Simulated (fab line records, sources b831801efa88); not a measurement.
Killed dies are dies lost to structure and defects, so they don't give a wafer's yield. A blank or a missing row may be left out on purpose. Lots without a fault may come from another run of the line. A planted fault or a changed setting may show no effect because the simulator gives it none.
Which tool did it? | flow gf180mcu | 13 lots, 39 wafers sampled, at 6 steps of a route of 602

WHAT THE GAUGES READ, wafer by wafer
GF_CONTACT_THK_MEAS_03. Usual: CONTACT_CVD_02_THK 861 nm, standard deviation 10.
lot  | measured     | on            | CONTACT_CVD_02_THK (nm) | flag
L295 | day 15 04:01 | film_metro-03 | 858 865 868             |
L296 | day 15 08:13 | film_metro-03 | 846 845 870             |
L297 | day 15 21:28 | film_metro-03 | 834 854 860             |
L298 | day 16 01:15 | film_metro-04 | 847 869 863             |
L300 | day 17 01:40 | film_metro-04 | 852 845 863             |
L302 | day 17 18:57 | film_metro-02 | 844 850 861             |
L303 | day 18 04:22 | film_metro-02 | 851 855 868             |
L307 | day 19 06:10 | film_metro-02 | 858 878 872             |
L309 | day 20 05:30 | film_metro-03 | 859 852 874             |
L310 | day 20 18:20 | film_metro-02 | 850 873 860             |
L312 | day 21 00:35 | film_metro-02 | 863 872 878             |
L313 | day 21 10:02 | film_metro-03 | 841 850 853             |
L318 | day 23 09:44 | film_metro-02 | 873 882 874             |

GF_CONTACT_RS_MEAS_25: measures by four-point-probe. Usual: CONTACT_W_RS 0.383 ohm/sq, standard deviation 0.0067.
lot  | measured     | on            | CONTACT_W_RS (ohm/sq) | flag
L295 | day 16 03:03 | film_metro-02 | 0.382 0.378 0.377     |
L296 | day 16 06:58 | film_metro-02 | 0.386 0.372 0.376     |
L297 | day 16 21:17 | film_metro-03 | 0.384 0.372 0.385     |
L298 | day 17 00:17 | film_metro-03 | 0.384 0.384 0.374     |
L300 | day 18 01:46 | film_metro-04 | 0.381 0.384 0.386     |
L302 | day 18 19:02 | film_metro-03 | 0.372 0.382 0.369     |
L303 | day 19 05:42 | film_metro-03 | 0.390 0.392 0.387     |
L307 | day 20 08:03 | film_metro-02 | 0.385 0.380 0.383     |
L309 | day 21 05:49 | film_metro-03 | 0.375 0.373 0.376     |
L310 | day 21 19:25 | film_metro-02 | 0.387 0.387 0.391     |
L312 | day 22 01:58 | film_metro-02 | 0.415 0.412 0.417     | OFF
L313 | day 22 10:50 | film_metro-04 | 0.420 0.418 0.414     | OFF
L318 | day 24 09:59 | film_metro-03 | 0.390 0.375 0.390     |

GF_CONTACT_THK_MEAS_26: measures by xrf. Usual: CONTACT_W_THK 303 nm, standard deviation 6.1.
lot  | measured     | on            | CONTACT_W_THK (nm) | flag
L295 | day 16 03:10 | film_metro-02 | 308 312 314        |
L296 | day 16 07:05 | film_metro-02 | 308 319 315        |
L297 | day 16 21:24 | film_metro-03 | 296 307 296        |
L298 | day 17 00:24 | film_metro-03 | 300 298 307        |
L300 | day 18 01:52 | film_metro-04 | 304 302 300        |
L302 | day 18 19:09 | film_metro-03 | 307 299 309        |
L303 | day 19 05:49 | film_metro-03 | 297 294 298        |
L307 | day 20 08:09 | film_metro-02 | 306 308 304        |
L309 | day 21 05:56 | film_metro-03 | 306 308 305        |
L310 | day 21 19:31 | film_metro-02 | 307 305 302        |
L312 | day 22 02:04 | film_metro-02 | 283 287 281        | OFF
L313 | day 22 10:57 | film_metro-04 | 276 276 280        | OFF
L318 | day 24 10:06 | film_metro-03 | 292 303 293        |

WHICH TOOL RAN EACH LOT (tool, then ch and the chambers of the sampled wafers, then the start)
lot  | GF_SALICIDE_RTA_06               | GF_CONTACT_SPUTTER_23        | GF_CONTACT_CVD_24
L295 | rtp_anneal-02 ch 0, day 15 03:33 | pvd_sputter-03, day 16 02:53 | cvd_w-02 ch 0,1, day 16 02:56
L296 | rtp_anneal-02 ch 0, day 15 07:45 | pvd_sputter-02, day 16 06:50 | cvd_w-01 ch 0,1, day 16 06:52
L297 | rtp_anneal-01 ch 0, day 15 21:00 | pvd_sputter-03, day 16 21:08 | cvd_w-01 ch 0,1, day 16 21:10
L298 | rtp_anneal-02 ch 0, day 16 00:47 | pvd_sputter-03, day 17 00:09 | cvd_w-01 ch 0,1, day 17 00:11
L300 | rtp_anneal-02 ch 0, day 17 01:11 | pvd_sputter-02, day 18 01:35 | cvd_w-02 ch 0,1, day 18 01:39
L302 | rtp_anneal-01 ch 0, day 17 18:23 | pvd_sputter-02, day 18 18:53 | cvd_w-01 ch 0,1, day 18 18:56
L303 | rtp_anneal-02 ch 0, day 18 03:54 | pvd_sputter-02, day 19 05:28 | cvd_w-02 ch 0, day 19 05:30
L307 | rtp_anneal-01 ch 0, day 19 05:43 | pvd_sputter-01, day 20 07:52 | cvd_w-02 ch 0,1, day 20 07:56
L309 | rtp_anneal-01 ch 0, day 20 05:02 | pvd_sputter-01, day 21 05:41 | cvd_w-01 ch 1, day 21 05:43
L310 | rtp_anneal-01 ch 0, day 20 17:53 | pvd_sputter-03, day 21 19:14 | cvd_w-02 ch 0,1, day 21 19:19
L312 | rtp_anneal-02 ch 0, day 21 00:08 | pvd_sputter-02, day 22 01:47 | cvd_w-02 ch 0,1, day 22 01:51
L313 | rtp_anneal-01 ch 0, day 21 09:32 | pvd_sputter-01, day 22 10:41 | cvd_w-02 ch 0,1, day 22 10:44
L318 | rtp_anneal-02 ch 0, day 23 09:16 | pvd_sputter-03, day 24 09:50 | cvd_w-01 ch 0,1, day 24 09:52
- GF_SALICIDE_RTA_06: time 30 s.
- GF_CONTACT_SPUTTER_23: material TiN, target thk 10 nm, time 40 s.
- GF_CONTACT_CVD_24: deposits W, target thk 300 nm, time 90.339 s.

WHAT THE TOOLS THEMSELVES READ (means of the sampled wafers that have a number; where no wafer has one, the mark that the record gives instead)
GF_SALICIDE_RTA_06. Usual: lamp_power_pct 6.21 %, standard deviation 0.082; wafer_temp_C_max 531.7, standard deviation 0.54.
lot  | tool          | lamp_power_pct (%) | wafer_temp_C_max | flag
L295 | rtp_anneal-02 | 6.29               | 531.1            |
L296 | rtp_anneal-02 | 6.28               | 531.3            |
L297 | rtp_anneal-01 | 6.12               | 532.6            |
L298 | rtp_anneal-02 | 6.28               | 531.3            |
L300 | rtp_anneal-02 | 6.28               | 531.8            |
L302 | rtp_anneal-01 | 6.11               | 531.7            |
L303 | rtp_anneal-02 | 6.28               | 531.7            |
L307 | rtp_anneal-01 | 6.12               | 532.3            |
L309 | rtp_anneal-01 | 6.12               | 532.3            |
L310 | rtp_anneal-01 | 6.12               | 532.1            |
L312 | rtp_anneal-02 | 6.28               | 531.4            |
L313 | rtp_anneal-01 | 6.12               | 531.7            |
L318 | rtp_anneal-02 | 6.29               | 531.5            |

GF_CONTACT_SPUTTER_23. Usual: throttle_valve_pct 29.9 %, standard deviation 0.77.
lot  | tool           | throttle_valve_pct (%) | flag
L295 | pvd_sputter-03 | 30.2                   |
L296 | pvd_sputter-02 | 29.5                   |
L297 | pvd_sputter-03 | 30.0                   |
L298 | pvd_sputter-03 | 29.8                   |
L300 | pvd_sputter-02 | 30.0                   |
L302 | pvd_sputter-02 | 29.8                   |
L303 | pvd_sputter-02 | 29.5                   |
L307 | pvd_sputter-01 | 29.7                   |
L309 | pvd_sputter-01 | 30.0                   |
L310 | pvd_sputter-03 | 29.6                   |
L312 | pvd_sputter-02 | 29.1                   |
L313 | pvd_sputter-01 | 30.4                   |
L318 | pvd_sputter-03 | 29.4                   |

GF_CONTACT_CVD_24. Usual: heater_power_w 840 W, standard deviation 37; susceptor_temp_C 400.02 C, standard deviation 0.21.
lot  | tool     | heater_power_w (W) | susceptor_temp_C (C) | flag
L295 | cvd_w-02 | 839                | 400.09               |
L296 | cvd_w-01 | 846                | 400.02               |
L297 | cvd_w-01 | 830                | 400.20               |
L298 | cvd_w-01 | 821                | 400.04               |
L300 | cvd_w-02 | 841                | 400.09               |
L302 | cvd_w-01 | 853                | 399.95               |
L303 | cvd_w-02 | 829                | 400.08               |
L307 | cvd_w-02 | 836                | 399.95               |
L309 | cvd_w-01 | 892                | 399.96               |
L310 | cvd_w-02 | 862                | 400.10               |
L312 | cvd_w-02 | 833                | 396.84               | OFF
L313 | cvd_w-02 | 831                | 396.80               | OFF
L318 | cvd_w-01 | 830                | 399.90               |

THE ANSWER, worked out from the rows above alone
Rule: a lot is off if the mean of its wafers that have a number lies more than 3 standard deviations from the usual mean. A lot without any number at a reading at which 4 lots or more have one is off too. The other lots that the step has rows for count as sound. The gauges are gone through in route order, then the tools' own readings, and for those a lot's mean is taken as printed above. The first step at which some lot is off is used, and at that step the reading that is off furthest; a lot without a number counts as furthest.
Off: L312, L313, at GF_CONTACT_RS_MEAS_25 (CONTACT_W_RS).
A tool fits if, at a process step before that reading, it ran every lot that is off, and no sound lot after the first of them. The gauges at GF_CONTACT_RS_MEAS_25 aren't tried: what is off there is off at GF_CONTACT_CVD_24 too, on other tools, and a gauge's error can't cause that. One fits: cvd_w-02 at GF_CONTACT_CVD_24. Its last sound lot is L310 (day 21 19:19), its first lot that is off L312 (day 22 01:51): a fault that began between those two fits.
The tool's own readings at GF_CONTACT_CVD_24 bear it out: on the lots that are off they differ by more than 5 times the standard deviation of the sound lots' means. susceptor_temp_C reads 396.82 C there against 400.03 C on the sound lots.

WHAT THE SIMULATOR HAD PUT IN
Process parameter drift: cvd_w-02, from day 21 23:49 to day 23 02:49, at GF_CONTACT_CVD_24. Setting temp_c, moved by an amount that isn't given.
Lots struck among those shown: L312, L313. The rule above found the same.
